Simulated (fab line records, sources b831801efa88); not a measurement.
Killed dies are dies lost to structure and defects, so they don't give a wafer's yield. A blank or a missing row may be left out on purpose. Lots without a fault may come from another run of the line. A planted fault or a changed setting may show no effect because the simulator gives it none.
Chamber matching | flow gf180mcu | GF_M5_ETCH_09 on rie_diel-03: 4 sister chambers
The step etches Si3N4 in CF4/O2, target depth 52 nm, time 11.6 s. 24 wafers are shown with their chamber, then 12 later ones without.

WAFERS WITH THEIR CHAMBER
wafer  | chamber | drypump_motor_current_A (A) | oes_product_au (a.u.) | cf4_flow_sccm (sccm)
L075.4 | 3       | 6.5                         | 0.995                 | 79.89
L075.5 | 0       | 6.4                         | 0.985                 | 80.06
L075.6 | 3       | 6.5                         | 0.993                 | 79.85
L078.1 | 0       | 6.4                         | 0.997                 | 79.93
L078.4 | 2       | 5.6                         | 0.990                 | 79.99
L078.5 | 3       | 6.5                         | 0.995                 | 79.75
L079.2 | 0       | 6.5                         | 0.989                 | 79.87
L079.4 | 0       | 6.4                         | 0.978                 | 80.13
L079.6 | 2       | 5.6                         | 0.988                 | 80.50
L080.1 | 0       | 6.4                         | 0.987                 | 79.95
L080.4 | 0       | 6.4                         | 0.987                 | 79.81
L080.6 | 3       | 6.5                         | 0.999                 | 79.83
L082.2 | 1       | 6.1                         | 0.995                 | 80.09
L082.5 | 1       | 6.1                         | 0.992                 | 80.51
L082.6 | 0       | 6.4                         | 0.986                 | 80.21
L085.3 | 1       | 6.1                         | 1.010                 | 79.81
L085.5 | 2       | 5.5                         | 0.979                 | 80.23
L085.6 | 3       | 6.5                         | 0.993                 | 79.97
L086.1 | 1       | 6.1                         | 1.002                 | 79.92
L086.4 | 2       | 5.5                         | 0.985                 | 80.20
L086.6 | 3       | 6.5                         | 0.999                 | 79.89
L087.1 | 0       | 6.4                         | 0.989                 | 80.22
L087.2 | 3       | 6.5                         | 0.997                 | 79.85
L087.4 | 1       | 6.1                         | 1.006                 | 79.98

SIGNATURES (means of the wafers above)
reading                 | chamber 0 | chamber 1 | chamber 2 | chamber 3 | scatter within a chamber
drypump_motor_current_A | 6.413     | 6.100     | 5.550     | 6.500     | 0.0306
oes_product_au          | 0.98725   | 1.00100   | 0.98550   | 0.99586   | 0.00513
cf4_flow_sccm           | 80.0225   | 80.0620   | 80.2300   | 79.8614   | 0.176
Rule: a wafer's distance from a chamber is the root of the sum, over the readings, of the square of ((its reading less the chamber's mean) divided by the reading's scatter). The wafer belongs to the nearest chamber; if the next one is less than 2 further off, it can't be placed. The scatter: the root of (the sum of the squares of (reading less its chamber's mean) over the shown wafers, divided by (wafers less chambers)).

WAFERS WITHOUT THEIR CHAMBER
wafer  | drypump_motor_current_A (A) | oes_product_au (a.u.) | cf4_flow_sccm (sccm)
L089.2 | 6.1                         | 1.001                 | 79.73
L089.3 | 5.5                         | 0.991                 | 79.69
L089.4 | 6.4                         | 0.984                 | 80.40
L091.2 | 6.4                         | 0.995                 | 80.16
L091.4 | 6.4                         | 0.992                 | 79.88
L091.5 | 6.1                         | 0.993                 | 80.19
L093.3 | 6.5                         | 1.000                 | 79.60
L093.5 | 6.4                         | 0.996                 | 80.08
L093.6 | 6.5                         | 0.992                 | 79.69
L097.1 | 5.5                         | 0.979                 | 79.42
L097.5 | 6.1                         | 0.988                 | 80.31
L097.6 | 6.4                         | 0.981                 | 79.68

WHICH CHAMBER EACH WENT THROUGH
wafer  | from the rows above     | in truth
L089.2 | 1                       | 1
L089.3 | 2                       | 2
L089.4 | 0                       | 0
L091.2 | can't be placed: 0 or 3 | 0
L091.4 | 0                       | 0
L091.5 | 1                       | 1
L093.3 | 3                       | 3
L093.5 | can't be placed: 0 or 3 | 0
L093.6 | 3                       | 3
L097.1 | 2                       | 2
L097.5 | 1                       | 1
L097.6 | 0                       | 0
Placed correctly: 10 of 12. Can't be placed from these rows: 2 (the true chamber is among the candidates in 2). Placed wrongly: 0.
